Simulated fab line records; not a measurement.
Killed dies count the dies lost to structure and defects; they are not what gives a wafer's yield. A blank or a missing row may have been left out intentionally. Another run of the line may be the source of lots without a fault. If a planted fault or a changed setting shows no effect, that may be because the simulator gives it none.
fab line records	flow gf180mcu
record: lots: 13	wafers: 39	lastDay: 34
route steps=602 shown V2@407 V4@501 MIM@508 V5@555
lots that met no fault: taken from a fault-free run of the same line
startH: hours from the record's first day to the start of the lot's first wafer shown	waitH: how many hours have passed since the lot's step before this one	" same as the row above	L1.1+2: a single row standing in for several wafers	- value missing, or start not given	* or withheld: withheld	< > ~ a bound
route shown NAME@n: a module of which the file shows steps, and the number in the route of the first	usual: mean/standard deviation of fault-free wafers	same: alike in all rows	chamber/n: place in a boat	sites: readings site by site	_std_site: standard deviation across them	_edge_site: mean of outer sites minus mean of inner sites	radiusMm: for every site, how far away it sits from the centre of the wafer	mask NAME#n: copy n	behind: the tool/chamber that last shaped the wafer	hold: cause of the lot's hold/its duration in hours/its outcome	device: whichever transistor did not switch (one of n, p or np)	end of line: tests run on the same wafers once the route is complete	a step with no rows: only its recipe	killed: dies that structure and defects cost at the first sort, which is not the same as the wafer's yield	map: a wafer's dies, x killed, . not, _ none there
set.NAME: the setting the step ran with; set.NAME@STEP: the setting that earlier step ran with	model.NAME: the simulator's own value behind a step, which no gauge read
a sample of lots followed through the steps of the route, with each step as a table and each wafer as a row
services: from which hour (startH, from the record's first day; less than 0 if before it) a tool's chamber was out of use, for how many hours, and why
== steps ==
step: GF_V2_THK_MEAS_25
recipe: thkMeasGauge: xrf	reads: W_of_V2_CVD_23
usual: V2_W_THK: 349/4.5
lot.wafer	tool	chamber	startH	waitH	V2_W_THK[nm]
L212.4	filmMetro-04	-	461.22	0.1	350
L212.5	"	-	"	"	350
L212.6	"	-	"	"	351
L213.3	filmMetro-03	-	472.92	0.1	350
L213.4	"	-	"	"	352
L213.5	"	-	"	"	353
L214.1	filmMetro-04	-	498.86	0.1	346
L214.2	"	-	"	"	345
L214.6	"	-	"	"	344
L215.1	filmMetro-01	-	503.35	0.1	344
L215.4	"	-	"	"	346
L215.6	"	-	"	"	346
L216.1	filmMetro-04	-	506.76	0.1	345
L216.2	"	-	"	"	348
L216.6	"	-	"	"	345
L217.2	filmMetro-04	-	510.98	0.1	354
L217.4	"	-	"	"	353
L217.5	"	-	"	"	348
L218.1	filmMetro-04	-	515.51	0.1	350
L218.2	"	-	"	"	355
L218.3	"	-	"	"	350
L220.4	filmMetro-04	-	544.13	0.1	352
L220.5	"	-	"	"	354
L220.6	"	-	"	"	349
L221.1	filmMetro-03	-	560.69	0.1	347
L221.3	"	-	"	"	346
L221.4	"	-	"	"	348
L225.3	filmMetro-04	-	585.34	0.1	353
L225.4	"	-	"	"	353
L225.5	"	-	"	"	352
L226.1	filmMetro-04	-	587.64	0.1	355
L226.3	"	-	"	"	357
L226.6	"	-	"	"	354
L234.1	filmMetro-04	-	637.28	0.1	352
L234.5	"	-	"	"	357
L234.6	"	-	"	"	353
L235.1	filmMetro-03	-	654.94	0.1	347
L235.2	"	-	"	"	349
L235.4	"	-	"	"	351
step: GF_V4_THK_MEAS_25
recipe: thkMeasGauge: xrf	reads: W_of_V4_CVD_23
usual: V4_W_THK: 350/5
lot.wafer	tool	chamber	startH	waitH	V4_W_THK[nm]
L212.4	filmMetro-03	-	564.77	0.1	352
L212.5	"	-	"	"	355
L212.6	"	-	"	"	350
L213.3	filmMetro-04	-	568.87	0.1	352
L213.4	"	-	"	"	353
L213.5	"	-	"	"	356
L214.1	filmMetro-03	-	591.46	0.1	352
L214.2	"	-	"	"	351
L214.6	"	-	"	"	347
L215.1	filmMetro-01	-	605.37	0.1	351
L215.4	"	-	"	"	345
L215.6	"	-	"	"	349
L216.1	filmMetro-01	-	607.33	0.1	347
L216.2	"	-	"	"	343
L216.6	"	-	"	"	348
L217.2	filmMetro-04	-	610.87	0.1	344
L217.4	"	-	"	"	345
L217.5	"	-	"	"	346
L218.1	filmMetro-03	-	611.71	0.1	355
L218.2	"	-	"	"	350
L218.3	"	-	"	"	355
L220.4	filmMetro-04	-	636.04	0.1	343
L220.5	"	-	"	"	346
L220.6	"	-	"	"	349
L221.1	filmMetro-01	-	650.51	0.1	346
L221.3	"	-	"	"	348
L221.4	"	-	"	"	346
L225.3	filmMetro-01	-	671.85	0.1	348
L225.4	"	-	"	"	349
L225.5	"	-	"	"	348
L226.1	filmMetro-04	-	676.25	0.1	354
L226.3	"	-	"	"	355
L226.6	"	-	"	"	349
L234.1	filmMetro-01	-	719.94	0.1	345
L234.5	"	-	"	"	344
L234.6	"	-	"	"	346
L235.1	filmMetro-04	-	736.16	0.1	352
L235.2	"	-	"	"	350
L235.4	"	-	"	"	346
step: GF_MIM_CVD_05
recipe: material: Si3N4	targetThkNm: 42	tempMaxC: 400	tempC: 385	timeS: 29.086	rfW: 450
usual: heaterPowerOuterW: 353/64	heaterPowerW: 665/91	tempMaxC: 400.04/0.24
lot.wafer	tool	chamber	startH	waitH	heaterPowerOuterW	heaterPowerW	tempMaxC
L212.4	pecvd-04	2	565.34	0.0	345	645	400.05
L212.5	"	1	"	"	335	651	400.20
L212.6	"	0	"	"	340	637	400.02
L213.3	pecvd-02	2	569.43	0.0	433	784	400.21
L213.4	"	2	"	"	440	819	399.85
L213.5	"	0	"	"	230	503	400.15
L214.1	pecvd-04	2	592.04	0.0	363	676	400.02
L214.2	"	0	"	"	349	647	399.81
L214.6	"	2	"	"	369	666	399.90
L215.1	pecvd-04	2	605.95	0.0	296	582	399.51
L215.4	"	0	"	"	255	521	400.36
L215.6	"	1	"	"	293	605	400.64
L216.1	pecvd-04	0	607.91	0.0	277	572	400.11
L216.2	"	1	"	"	343	668	400.10
L216.6	"	2	"	"	361	653	400.00
L217.2	pecvd-01	1	611.45	0.0	492	851	400.01
L217.4	"	1	"	"	507	849	400.27
L217.5	"	0	"	"	314	563	399.91
L218.1	pecvd-04	0	612.38	0.0	301	607	399.82
L218.2	"	1	"	"	299	619	399.84
L218.3	"	2	"	"	380	709	400.30
L220.4	pecvd-04	0	636.61	0.0	342	646	400.14
L220.5	"	2	"	"	287	558	399.94
L220.6	"	1	"	"	334	646	399.98
L221.1	pecvd-02	1	651.10	0.0	330	653	399.72
L221.3	"	2	"	"	426	800	400.22
L221.4	"	2	"	"	434	795	400.32
L225.3	pecvd-02	2	672.44	0.0	436	800	400.06
L225.4	"	0	"	"	258	564	400.37
L225.5	"	1	"	"	378	718	400.01
L226.1	pecvd-01	2	676.83	0.0	287	575	399.81
L226.3	"	1	"	"	484	830	400.01
L226.6	"	1	"	"	484	819	399.82
L234.1	pecvd-02	0	720.52	0.0	271	574	400.22
L234.5	"	0	"	"	279	560	400.65
L234.6	"	1	"	"	352	697	399.45
L235.1	pecvd-04	1	736.74	0.0	288	601	400.19
L235.2	"	0	"	"	335	633	400.13
L235.4	"	2	"	"	363	659	399.76
step: GF_MIM_THK_MEAS_06
recipe: reads: Si3N4_of_MIM_CVD_05
usual: MIM_CVD_05_THK: 42.0/0.54
lot.wafer	tool	chamber	startH	waitH	hold	MIM_CVD_05_THK[nm]
L212.4	filmMetro-02	-	565.39	0.0	-	41.6
L212.5	"	-	"	"	-	41.6
L212.6	"	-	"	"	-	41.8
L213.3	filmMetro-03	-	569.48	0.0	-	42.7
L213.4	"	-	"	"	-	42.9
L213.5	"	-	"	"	-	43.1
L214.1	filmMetro-02	-	592.07	0.0	-	41.9
L214.2	"	-	"	"	-	41.3
L214.6	"	-	"	"	-	42.0
L215.1	filmMetro-02	-	605.98	0.0	-	41.9
L215.4	"	-	"	"	-	41.9
L215.6	"	-	"	"	-	42.8
L216.1	filmMetro-04	-	607.94	0.0	-	41.5
L216.2	"	-	"	"	-	42.0
L216.6	"	-	"	"	-	42.5
L217.2	filmMetro-04	-	611.49	0.0	-	42.0
L217.4	"	-	"	"	-	42.9
L217.5	"	-	"	"	-	42.1
L218.1	filmMetro-03	-	612.41	0.0	-	41.7
L218.2	"	-	"	"	-	41.7
L218.3	"	-	"	"	-	41.5
L220.4	filmMetro-03	-	636.66	0.0	-	42.8
L220.5	"	-	"	"	-	42.9
L220.6	"	-	"	"	-	42.1
L221.1	filmMetro-03	-	651.13	0.0	-	41.8
L221.3	"	-	"	"	-	41.5
L221.4	"	-	"	"	-	42.4
L225.3	filmMetro-03	-	672.49	0.0	-	41.4
L225.4	"	-	"	"	-	42.7
L225.5	"	-	"	"	-	42.4
L226.1	filmMetro-04	-	676.87	0.0	awaitDispo/0.2h/release	42.4
L226.3	"	-	"	"	awaitDispo/0.2h/release	49.1
L226.6	"	-	"	"	awaitDispo/0.2h/release	49.2
L226.1	filmMetro-04	-	677.23	0.3	-	42.4
L226.3	"	-	"	"	-	49.2
L226.6	"	-	"	"	-	49.1
L234.1	filmMetro-04	-	720.55	0.0	-	41.8
L234.5	"	-	"	"	-	42.3
L234.6	"	-	"	"	-	41.5
L235.1	filmMetro-03	-	736.77	0.0	-	41.6
L235.2	"	-	"	"	-	41.2
L235.4	"	-	"	"	-	42.2
step: GF_V5_OVL_MEAS_15
usual: V5_OVL: -4/4.7
lot.wafer	tool	chamber	startH	waitH	V5_OVL[nm]
L212.4	overlay-02	-	631.08	0.1	-13
L212.5	"	-	"	"	-4
L212.6	"	-	"	"	-11
L213.3	overlay-01	-	634.33	0.1	-9
L213.4	"	-	"	"	-14
L213.5	"	-	"	"	-10
L214.1	overlay-01	-	655.07	0.1	-7
L214.2	"	-	"	"	-4
L214.6	"	-	"	"	-7
L215.1	overlay-01	-	668.07	0.1	-1
L215.4	"	-	"	"	-3
L215.6	"	-	"	"	-1
L216.1	overlay-02	-	670.73	0.1	-6
L216.2	"	-	"	"	-1
L216.6	"	-	"	"	1
L217.2	overlay-02	-	673.62	0.1	-13
L217.4	"	-	"	"	-12
L217.5	"	-	"	"	-11
L218.1	overlay-02	-	673.97	0.1	-8
L218.2	"	-	"	"	-2
L218.3	"	-	"	"	-7
L220.4	overlay-02	-	697.53	0.1	0
L220.5	"	-	"	"	-6
L220.6	"	-	"	"	-6
L221.1	overlay-01	-	710.23	0.1	1
L221.3	"	-	"	"	1
L221.4	"	-	"	"	0
L225.3	overlay-02	-	729.73	0.1	-3
L225.4	"	-	"	"	-3
L225.5	"	-	"	"	-8
L226.1	overlay-02	-	734.23	0.1	-6
L226.3	"	-	"	"	-10
L226.6	"	-	"	"	-9
L234.1	overlay-01	-	778.17	0.1	-4
L234.5	"	-	"	"	-7
L234.6	"	-	"	"	-4
L235.1	overlay-01	-	787.38	0.1	-5
L235.2	"	-	"	"	-7
L235.4	"	-	"	"	-4
== services ==
tool	chamber	startH	hours	kind
pecvd-01	0	576.54	4.1	repair
pecvd-04	0	579.17	4.3	repair
pecvd-02	-	591.12	14.0	pm
pecvd-02	0	591.12	14.0	ventCycle
pecvd-02	1	591.12	14.0	ventCycle
pecvd-02	2	591.12	14.0	ventCycle
pecvd-02	0	605.12	-	clean
pecvd-02	1	605.12	-	clean
pecvd-02	2	605.12	-	clean
pecvd-01	0	685.89	5.7	repair
pecvd-02	-	686.55	0.9	repair
pecvd-04	-	700.98	28.1	pm
pecvd-01	2	703.30	22.7	repair
pecvd-04	0	731.31	4.6	repair
pecvd-04	-	735.81	0.8	repair
== key ==
firstSign: step: GF_MIM_THK_MEAS_06	reading: visit	direction: added
effect: step: GF_MIM_THK_MEAS_06	reading: MIM_CVD_05_THK	direction: up	sigmas: 13	usual: 42.0	struck: 49.1
metAt GF_MIM_CVD_05
struckLots L226
struckWafers L226.3,L226.6
notActingAt GF_V2_THK_MEAS_25,GF_V4_THK_MEAS_25,GF_V5_OVL_MEAS_15
onsetBetween 611.45 676.83
fault: kind: processParameterDrift	tool: pecvd-01	chamber: -	onsetH: 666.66	steps: GF_MIM_CVD_05	channel: targetThkNm	offset: 6.4039	shape: step	endH: 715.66	scope: struckWafersOnly	actsIn: theseRecipesOnly	stated: 42
